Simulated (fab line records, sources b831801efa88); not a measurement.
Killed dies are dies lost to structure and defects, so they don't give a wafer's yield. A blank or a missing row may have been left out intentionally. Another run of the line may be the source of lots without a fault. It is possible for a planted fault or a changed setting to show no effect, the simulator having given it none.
Which tool was responsible?	flow sky130	11 lots with 33 wafers sampled at 5 steps, on a route of 708 steps

== WHAT EACH GAUGE READ, for each wafer ==
SKY_VT_ADJUST_HVTP_CD_MEAS_07: the cd target is 380 nm. Usual: cd-nm at 380.6 nm, with a standard deviation of 2.4.
lot	measured	on	cd-nm (nm)	flag
L373	day 6 02:52	cd-sem-01	377.1 380.8 378.2	
L374	day 6 08:08	cd-sem-02	380.1 379.9 379.7	
L379	day 7 13:53	cd-sem-02	381.0 380.4 381.3	
L380	day 7 23:16	cd-sem-02	384.7 378.6 381.8	
L381	day 8 03:58	cd-sem-01	380.7 383.5 380.2	
L383	day 8 23:28	cd-sem-01	380.1 380.2 382.0	
L384	day 9 03:11	cd-sem-02	381.0 379.7 382.3	
L385	day 9 04:04	cd-sem-02	- - -	OFF
L394	day 11 16:05	cd-sem-02	380.2 380.2 382.2	
L395	day 11 20:35	cd-sem-01	382.6 383.7 383.1	
L396	day 12 06:20	cd-sem-01	379.6 379.0 378.9	

SKY_VT_ADJUST_HVTP_TW_MEAS_11. Usual: VT_ADJUST_HVTP_TW 1352, standard deviation 8.1.
lot	measured	on	VT_ADJUST_HVTP_TW	flag
L373	day 6 03:16	film-metro-03	1350 1349 1349	
L374	day 6 08:33	film-metro-01	1344 1340 1348	
L379	day 7 14:18	film-metro-01	1336 1343 1344	
L380	day 7 23:40	film-metro-04	1359 1365 1362	
L381	day 8 04:21	film-metro-04	1362 1352 1355	
L383	day 8 23:53	film-metro-04	1353 1360 1358	
L384	day 9 03:38	film-metro-04	1363 1366 1361	
L385	day 9 04:29	film-metro-03	30 30 30 30 30 30	OFF
L394	day 11 16:29	film-metro-01	1344 1340 1342	
L395	day 11 20:59	film-metro-03	1357 1353 1352	
L396	day 12 06:45	film-metro-04	1364 1352 1357	

SKY_SONOS_ONO_THK_MEAS_03. Usual: SONOS_ONO_CVD_02_THK 10.54 nm, standard deviation 0.13.
lot	measured	on	SONOS_ONO_CVD_02_THK (nm)	flag
L373	day 11 11:34	film-metro-04	10.76 10.69 10.74	
L374	day 11 20:40	film-metro-01	10.67 10.69 10.74	
L379	day 13 08:44	film-metro-02	10.43 10.54 10.39	
L380	day 14 00:22	film-metro-04	10.68 10.63 10.74	
L381	day 14 03:37	film-metro-01	10.34 10.49 10.33	
L383	day 15 07:13	film-metro-02	10.40 10.44 10.40	
L384	day 15 10:03	film-metro-01	10.48 10.50 10.52	
L394	day 18 12:13	film-metro-01	10.63 10.63 10.57	
L395	day 18 22:34	film-metro-04	10.57 10.55 10.61	
L396	day 19 05:19	film-metro-01	10.42 10.48 10.32	

SKY_POLY_GATE_THK_MEAS_04. Usual: POLY_GATE_CVD_03_THK 74.9 nm, standard deviation 0.77.
lot	measured	on	POLY_GATE_CVD_03_THK (nm)	flag
L373	day 15 03:11	film-metro-03	73.6 73.9 73.8	
L374	day 15 12:44	film-metro-03	75.0 74.6 74.7	
L379	day 17 04:41	film-metro-03	76.2 75.9 76.0	
L380	day 17 21:35	film-metro-01	75.8 75.5 75.5	
L381	day 18 01:37	film-metro-04	75.9 76.0 76.3	
L383	day 19 06:55	film-metro-03	74.5 74.3 74.5	
L384	day 19 13:10	film-metro-03	74.0 74.7 74.1	
L394	day 22 17:03	film-metro-03	73.7 73.4 73.7	
L395	day 23 03:24	film-metro-04	75.4 75.3 75.3	
L396	day 23 07:08	film-metro-04	75.3 75.2 75.1	

== EACH LOT AND THE TOOL THAT RAN IT (in order: tool; ch and the chambers of the sampled wafers; start) ==
lot	SKY_VT_ADJUST_HVTP_EXPOSE_04
L373	iline-stepper-01 ch 0, day 5 18:13
L374	iline-stepper-01 ch 0, day 5 23:20
L379	iline-stepper-01 ch 0, day 7 04:01
L380	iline-stepper-01 ch 0, day 7 13:46
L381	iline-stepper-01 ch 0, day 7 18:29
L383	iline-stepper-01 ch 0, day 8 13:30
L384	iline-stepper-02 ch 0, day 8 17:25
L385	iline-stepper-01 ch 0, day 8 18:01
L394	iline-stepper-01 ch 0, day 11 04:44
L395	iline-stepper-02 ch 0, day 11 09:02
L396	iline-stepper-01 ch 0, day 11 18:31
- SKY_VT_ADJUST_HVTP_EXPOSE_04: exposes mask HVTPM, target cd 380 nm.

== WHAT THE TOOLS THEMSELVES READ (means of the sampled wafers that have a number; where no wafer has one, the mark that the record gives instead) ==
The record holds no such reading with a usual standard deviation.

== THE ANSWER, worked out from the rows above alone ==
Rule: lot off if the mean of its wafers having a number is beyond 3 standard deviations from the usual mean. A lot without any number at a reading at which 4 lots or more have one is off too. The other lots that the step has rows for count as sound. After the gauges, taken in route order, come the tools' own readings; for these a lot's mean is taken, as printed above. At the first step where some lot is off, the reading lying furthest off is the one used; lots without a number count as furthest.
Off at SKY_VT_ADJUST_HVTP_CD_MEAS_07 (cd-nm): L385. Without a number there: L385.
If a tool, at a process step before that reading, ran all the lots that are off and no sound lot after the first of them, it fits. The gauges at SKY_VT_ADJUST_HVTP_CD_MEAS_07 aren't tried: what is off there is off at SKY_VT_ADJUST_HVTP_TW_MEAS_11 too, on other tools, and a gauge's error can't cause that. None of those tried fits.

== WHAT THE SIMULATOR HAD INSERTED ==
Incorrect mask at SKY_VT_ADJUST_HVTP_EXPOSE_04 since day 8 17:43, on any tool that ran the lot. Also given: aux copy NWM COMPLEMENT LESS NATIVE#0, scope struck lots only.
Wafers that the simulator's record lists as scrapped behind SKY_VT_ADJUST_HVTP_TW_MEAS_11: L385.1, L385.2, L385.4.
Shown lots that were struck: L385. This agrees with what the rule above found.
